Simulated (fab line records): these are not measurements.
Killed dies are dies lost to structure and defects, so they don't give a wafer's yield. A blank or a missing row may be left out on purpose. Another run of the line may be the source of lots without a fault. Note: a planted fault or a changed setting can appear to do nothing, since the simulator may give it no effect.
fab line records	flow gf180mcu
[record] lots = 12	wafers = 33	last-day = 34
route steps=602 shown NWELL@50 VT_IMPLANT@97 HV_LDD@233 NSD@246
lots that met no fault: taken from a fault-free run of the same line
start-h: start of the lot's first displayed wafer, in hours after the record's first day	wait-h: how many hours have passed since the lot's step before this one	" same as the row above	L1.1+2: a single row standing in for several wafers	- value missing, or start not given	* or withheld: withheld	< > ~ a bound
route shown NAME@n: NAME is a module with steps in the file, n the number in the route of the first one	usual: the fault-free wafers' mean and standard deviation	same: alike in all rows	chamber/n: place in a boat	sites: each site's reading	_std_site: standard deviation of those values	_edge_site: mean of outer sites minus mean of inner sites	radius-mm: for every site, how far away it sits from the centre of the wafer	mask NAME#n: copy n	behind: tool/chamber where the wafer was last shaped	hold: reason for holding the lot/hours on hold/outcome of the hold	device: the transistor (n, p or np) that didn't switch	end of line: the route-end tests of the same wafers	a step given without rows: its recipe and nothing more	killed: not the wafer's yield, but the dies lost to structure and defects at the first sort	map: shows each die of a wafer: x if killed, . if not, _ if none is there
set.NAME: setting as actually run; set.NAME@STEP: the setting as run at that earlier step	model.NAME: the simulator's own value behind a step, which no gauge read
a sample of lots followed through the steps of the route, with each step as a table and each wafer as a row
services: the hour from which a tool's chamber was out of use, counted from the record's first day as start-h (under 0 if before that day), plus the number of hours and why
[[steps]]
[step GF_NWELL_IMPLANT_08]
[recipe] species = P	energy-kev = 450	dose-cm2 = 1.5e+13	tilt-deg = 0
[usual] beam-on-s = 10.02/0.19	faraday-current-uA = 84.4/1.6
lot.wafer	tool	chamber	start-h	wait-h	beam-on-s	faraday-current-uA
L370.1	implanter-04	0	55.14	0.0	10.17	83.4
L370.5	"	0	"	"	9.77	87.0
L370.6	"	0	"	"	10.28	82.3
L371.3	implanter-04	0	63.16	0.1	10.24	83.0
L371.5	"	0	"	"	10.05	84.4
L371.6	"	0	"	"	10.12	84.0
L373.1	implanter-01	0	71.58	0.0	9.65	87.5
L373.3	"	0	"	"	10.01	84.6
L373.4	"	0	"	"	10.10	83.1
L372.1	implanter-04	0	71.73	0.0	9.93	85.3
L372.2	"	0	"	"	10.16	83.1
L372.5	"	0	"	"	9.96	84.7
L374.3	implanter-04	0	75.83	0.1	10.16	83.3
L374.4	"	0	"	"	9.75	86.0
L374.5	"	0	"	"	9.87	85.3
L375.2	implanter-01	0	80.68	0.0	9.89	85.9
L375.3	"	0	"	"	10.16	83.9
L375.4	"	0	"	"	9.98	84.8
L381.3	implanter-04	0	117.88	0.1	7.56	111.8
L381.6	"	0	"	"	9.78	86.6
L383.3	implanter-04	0	127.53	0.1	7.99	105.6
L383.6	"	0	"	"	10.03	84.2
L385.4	implanter-04	0	135.51	0.1	10.27	82.3
L385.5	"	0	"	"	7.57	112.0
L389.3	implanter-01	0	157.16	0.1	10.43	80.7
L389.4	"	0	"	"	9.95	84.7
L389.5	"	0	"	"	9.93	85.6
L390.3	implanter-01	0	165.06	0.1	10.00	84.2
L390.5	"	0	"	"	9.78	86.2
L390.6	"	0	"	"	10.01	84.3
L391.1	implanter-01	0	169.78	0.0	9.93	84.7
L391.3	"	0	"	"	9.96	85.3
L391.5	"	0	"	"	10.22	82.4
[step GF_NWELL_TW_MEAS_11]
[usual] NWELL_TW = 1590/11
lot.wafer	tool	chamber	start-h	wait-h	NWELL_TW
L370.1	film-metro-01	-	55.54	0.1	1581
L370.5	"	-	"	"	1560
L370.6	"	-	"	"	1569
L371.3	film-metro-02	-	63.53	0.1	1591
L371.5	"	-	"	"	1595
L371.6	"	-	"	"	1602
L373.1	film-metro-02	-	71.98	0.1	1609
L373.3	"	-	"	"	1605
L373.4	"	-	"	"	1597
L372.1	film-metro-03	-	72.13	0.1	1585
L372.2	"	-	"	"	1579
L372.5	"	-	"	"	1584
L374.3	film-metro-02	-	76.20	0.1	1591
L374.4	"	-	"	"	1597
L374.5	"	-	"	"	1593
L375.2	film-metro-03	-	81.07	0.1	1592
L375.3	"	-	"	"	1586
L375.4	"	-	"	"	1598
L381.3	film-metro-02	-	118.25	0.1	1485
L381.6	"	-	"	"	1596
L383.3	film-metro-02	-	127.90	0.1	1487
L383.6	"	-	"	"	1591
L385.4	film-metro-02	-	135.86	0.1	1587
L385.5	"	-	"	"	1487
L389.3	film-metro-03	-	157.53	0.1	1592
L389.4	"	-	"	"	1595
L389.5	"	-	"	"	1591
L390.3	film-metro-02	-	165.43	0.1	1593
L390.5	"	-	"	"	1597
L390.6	"	-	"	"	1601
L391.1	film-metro-02	-	170.18	0.1	1594
L391.3	"	-	"	"	1598
L391.5	"	-	"	"	1599
[step GF_VT_IMPLANT_OVL_MEAS_07]
[usual] VT_IMPLANT_OVL = 0.4/1.2
lot.wafer	tool	chamber	start-h	wait-h	VT_IMPLANT_OVL[nm]
L370.1	overlay-01	-	109.05	0.1	1.6
L370.5	"	-	"	"	0.2
L370.6	"	-	"	"	3.1
L371.3	overlay-01	-	117.13	0.1	0.0
L371.5	"	-	"	"	0.7
L371.6	"	-	"	"	1.2
L373.1	overlay-01	-	128.80	0.1	0.7
L373.3	"	-	"	"	3.4
L373.4	"	-	"	"	2.2
L372.1	overlay-02	-	129.10	0.1	-0.5
L372.2	"	-	"	"	-1.7
L372.5	"	-	"	"	0.2
L374.3	overlay-01	-	131.23	0.1	0.4
L374.4	"	-	"	"	-0.6
L374.5	"	-	"	"	0.0
L375.2	overlay-01	-	139.80	0.1	0.4
L375.3	"	-	"	"	-0.7
L375.4	"	-	"	"	-0.7
L381.3	overlay-02	-	180.96	0.1	0.9
L381.6	"	-	"	"	0.8
L383.3	overlay-01	-	191.31	0.1	0.8
L383.6	"	-	"	"	-0.1
L385.4	overlay-01	-	200.39	0.1	2.0
L385.5	"	-	"	"	0.5
L389.3	overlay-02	-	223.91	0.1	-0.8
L389.4	"	-	"	"	-1.1
L389.5	"	-	"	"	-0.4
L390.3	overlay-02	-	235.41	0.1	-0.5
L390.5	"	-	"	"	-1.5
L390.6	"	-	"	"	-0.6
L391.1	overlay-01	-	239.72	0.1	0.4
L391.3	"	-	"	"	2.3
L391.5	"	-	"	"	1.1
[step GF_VT_IMPLANT_RS_MEAS_47]
[recipe] thk-meas-gauge = four-point-probe
[usual] NWELL_RS = 486.9/1.2
lot.wafer	tool	chamber	start-h	wait-h	NWELL_RS[ohm/sq]
L370.1	film-metro-03	-	154.74	0.1	486.8
L370.5	"	-	"	"	488.0
L370.6	"	-	"	"	488.0
L371.3	film-metro-02	-	164.55	0.1	486.8
L371.5	"	-	"	"	489.0
L371.6	"	-	"	"	487.2
L373.1	film-metro-02	-	175.08	0.1	485.9
L373.3	"	-	"	"	484.7
L373.4	"	-	"	"	484.6
L372.1	film-metro-02	-	176.91	0.1	488.0
L372.2	"	-	"	"	487.6
L372.5	"	-	"	"	488.0
L374.3	film-metro-01	-	178.67	0.1	488.2
L374.4	"	-	"	"	486.7
L374.5	"	-	"	"	488.8
L375.2	film-metro-02	-	188.93	0.1	488.0
L375.3	"	-	"	"	486.9
L375.4	"	-	"	"	488.3
L381.3	film-metro-01	-	233.27	0.1	561.3
L381.6	"	-	"	"	488.1
L383.3	film-metro-02	-	244.36	0.1	560.7
L383.6	"	-	"	"	487.5
L385.4	film-metro-01	-	255.12	0.1	484.9
L385.5	"	-	"	"	557.8
L389.3	film-metro-02	-	280.32	0.1	486.8
L389.4	"	-	"	"	487.1
L389.5	"	-	"	"	487.1
L390.3	film-metro-01	-	293.08	0.1	486.9
L390.5	"	-	"	"	485.3
L390.6	"	-	"	"	485.9
L391.1	film-metro-02	-	298.53	0.1	486.3
L391.3	"	-	"	"	487.4
L391.5	"	-	"	"	487.4
[step GF_HV_LDD_THK_MEAS_57]
[recipe] reads = Si3N4_of_HV_LDD_CVD_56
[usual] HV_LDD_CVD_56_THK = 90.2/0.82
lot.wafer	tool	chamber	start-h	wait-h	HV_LDD_CVD_56_THK[nm]
L370.1	film-metro-01	-	272.03	0.0	90.5
L370.5	"	-	"	"	90.5
L370.6	"	-	"	"	90.6
L371.3	film-metro-02	-	283.67	0.0	89.5
L371.5	"	-	"	"	89.1
L371.6	"	-	"	"	89.5
L373.1	film-metro-03	-	292.91	0.0	89.2
L373.3	"	-	"	"	89.7
L373.4	"	-	"	"	89.6
L372.1	film-metro-01	-	299.08	0.0	89.4
L372.2	"	-	"	"	89.8
L372.5	"	-	"	"	90.5
L374.3	film-metro-01	-	301.24	0.0	88.4
L374.4	"	-	"	"	88.5
L374.5	"	-	"	"	88.4
L375.2	film-metro-01	-	310.42	0.0	89.5
L375.3	"	-	"	"	89.6
L375.4	"	-	"	"	89.3
L381.3	film-metro-02	-	363.28	0.0	91.4
L381.6	"	-	"	"	91.5
L383.3	film-metro-03	-	377.43	0.0	89.4
L383.6	"	-	"	"	89.8
L385.4	film-metro-01	-	393.09	0.0	90.7
L385.5	"	-	"	"	90.4
L389.3	film-metro-01	-	423.83	0.0	91.1
L389.4	"	-	"	"	91.8
L389.5	"	-	"	"	91.1
L390.3	film-metro-01	-	442.49	0.0	90.9
L390.5	"	-	"	"	90.8
L390.6	"	-	"	"	91.1
L391.1	film-metro-01	-	449.06	0.0	90.3
L391.3	"	-	"	"	91.5
L391.5	"	-	"	"	90.4
[step GF_NSD_STRIP_11]
[recipe] chemistry = O2/N2	power-w = 1400	pressure-mtorr = 1500	platen-temp-c = 250	o2-flow-sccm = 3000	n2-flow-sccm = 300	overash-fraction = 0.5
[usual] drypump-motor-current-A = 5.6/0.5	heater-power-w = 325/40	oes-product-au = 0.487/0.0049	platen-temp-c = 249.99/0.16	strip-time-to-endpoint-s = 22.96/0.039
[same] overash-fraction = 0.5
lot.wafer	tool	chamber	start-h	wait-h	drypump-motor-current-A	heater-power-w	oes-product-au	platen-temp-c	rf-hours-counter-h	strip-time-to-endpoint-s
L370.1	plasma-asher-03	1	290.75	0.1	6.2	304	0.486	249.93	47	22.89
L370.5	"	1	"	"	6.1	303	0.483	249.92	-	22.96
L370.6	"	0	"	"	6.1	365	0.485	249.90	-	22.91
L371.3	plasma-asher-02	1	303.83	0.1	5.7	260	0.486	249.82	-	22.93
L371.5	"	1	"	"	5.7	267	0.492	249.75	-	22.96
L371.6	"	0	"	"	4.9	312	0.483	250.06	-	22.95
L373.1	plasma-asher-03	1	313.52	0.1	6.1	299	0.486	249.80	49	22.99
L373.3	"	1	"	"	6.2	303	0.485	249.96	-	22.99
L373.4	"	0	"	"	6.1	364	0.491	249.99	-	23.01
L372.1	plasma-asher-02	1	319.82	0.1	5.7	257	0.489	249.94	21	22.98
L372.2	"	0	"	"	4.9	319	0.481	249.71	21	22.95
L372.5	"	0	"	"	4.9	321	0.488	250.13	-	22.95
L374.3	plasma-asher-03	0	322.11	0.1	6.1	367	0.488	249.46	-	22.94
L374.4	"	1	"	"	6.2	306	0.490	250.00	-	22.96
L374.5	"	0	"	"	6.1	374	0.487	249.87	-	22.94
L375.2	plasma-asher-04	1	331.10	0.1	5.3	332	0.489	250.19	71	22.94
L375.3	"	0	"	"	4.9	386	0.491	249.97	-	22.96
L375.4	"	1	"	"	5.4	332	0.486	250.05	-	22.99
L381.3	plasma-asher-03	1	386.38	0.1	6.1	305	0.486	249.90	-	22.85
L381.6	"	1	"	"	6.1	298	0.485	250.05	-	22.95
L383.3	plasma-asher-03	0	401.35	0.1	6.1	372	0.487	250.07	-	22.94
L383.6	"	1	"	"	6.1	298	0.486	250.03	-	22.95
L385.4	plasma-asher-03	0	416.95	0.1	6.1	370	0.488	249.77	-	22.92
L385.5	"	1	"	"	6.1	305	0.485	250.03	-	22.92
L389.3	plasma-asher-02	1	449.48	0.1	5.7	254	0.478	250.17	-	22.97
L389.4	"	0	"	"	4.9	314	0.489	249.85	-	22.95
L389.5	"	0	"	"	4.9	315	0.486	249.82	-	22.97
L390.3	plasma-asher-03	1	467.15	0.1	6.2	294	0.491	249.90	-	22.96
L390.5	"	0	"	"	6.1	373	0.493	250.13	-	23.00
L390.6	"	1	"	"	6.2	297	0.492	249.77	-	22.97
L391.1	plasma-asher-03	1	473.35	0.1	6.1	296	0.489	250.16	63	22.95
L391.3	"	1	"	"	6.1	299	0.490	249.90	-	22.97
L391.5	"	1	"	"	6.1	304	0.486	249.96	-	22.96
[[services]]
tool	chamber	start-h	hours	kind
implanter-01	-	56.19	2.8	pm
plasma-asher-02	-	108.75	9.0	pm
implanter-01	-	162.86	0.7	repair
plasma-asher-03	-	170.76	2.7	repair
implanter-04	-	176.73	2.5	repair
implanter-01	-	197.18	2.3	repair
plasma-asher-02	-	212.02	0.8	repair
implanter-04	-	250.68	10.1	pm
plasma-asher-03	-	292.88	8.5	repair
implanter-04	-	299.30	4.3	pm
implanter-04	-	311.30	2.3	repair
implanter-04	-	313.57	5.1	pm
implanter-01	-	324.89	0.6	repair
implanter-01	-	336.98	1.7	pm
plasma-asher-03	-	350.86	2.8	pm
implanter-04	-	360.34	3.2	repair
plasma-asher-03	-	373.90	3.0	repair
implanter-01	-	376.81	5.1	repair
implanter-01	-	379.12	3.3	repair
implanter-04	-	401.48	1.3	repair
implanter-04	-	416.92	17.1	pm
plasma-asher-03	-	431.45	0.4	repair
implanter-01	-	440.01	4.9	repair
plasma-asher-03	-	442.50	15.6	pm
[[key]]
[first-sign] step = GF_NWELL_IMPLANT_08	reading = faraday-current-uA	direction = up	sigmas = 16	usual = 84.4	struck = 109.8
[effect] step = GF_NWELL_IMPLANT_08	reading = beam-on-s	direction = down	sigmas = 12	usual = 10.02	struck = 7.71
[effect] step = GF_NWELL_TW_MEAS_11	reading = NWELL_TW	direction = down	sigmas = 9.1	usual = 1590	struck = 1486
[effect] step = GF_VT_IMPLANT_RS_MEAS_47	reading = NWELL_RS	direction = up	sigmas = 62	usual = 486.9	struck = 559.9
met-at GF_NWELL_IMPLANT_08
struck-lots L381,L383,L385
struck-wafers L381.3,L383.3,L385.5
tester-left-out L381,L383,L385
not-acting-at GF_VT_IMPLANT_OVL_MEAS_07,GF_HV_LDD_THK_MEAS_57,GF_NSD_STRIP_11
onset-between 75.83 117.88
[fault] kind = process-parameter-drift	tool = implanter-04	chamber = -	onset-h = 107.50	steps = GF_NWELL_IMPLANT_08	channel = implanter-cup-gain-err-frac	offset = 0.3	shape = step	end-h = 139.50	scope = struck-wafers-only
// tester-left-out: of these lots the tester's yield and bins aren't shown, on N5 and GAA mostly nor the transistor test; their killed dies are dies lost to structure and defects alone, not to doping, threshold or leakage, so they don't give the yield
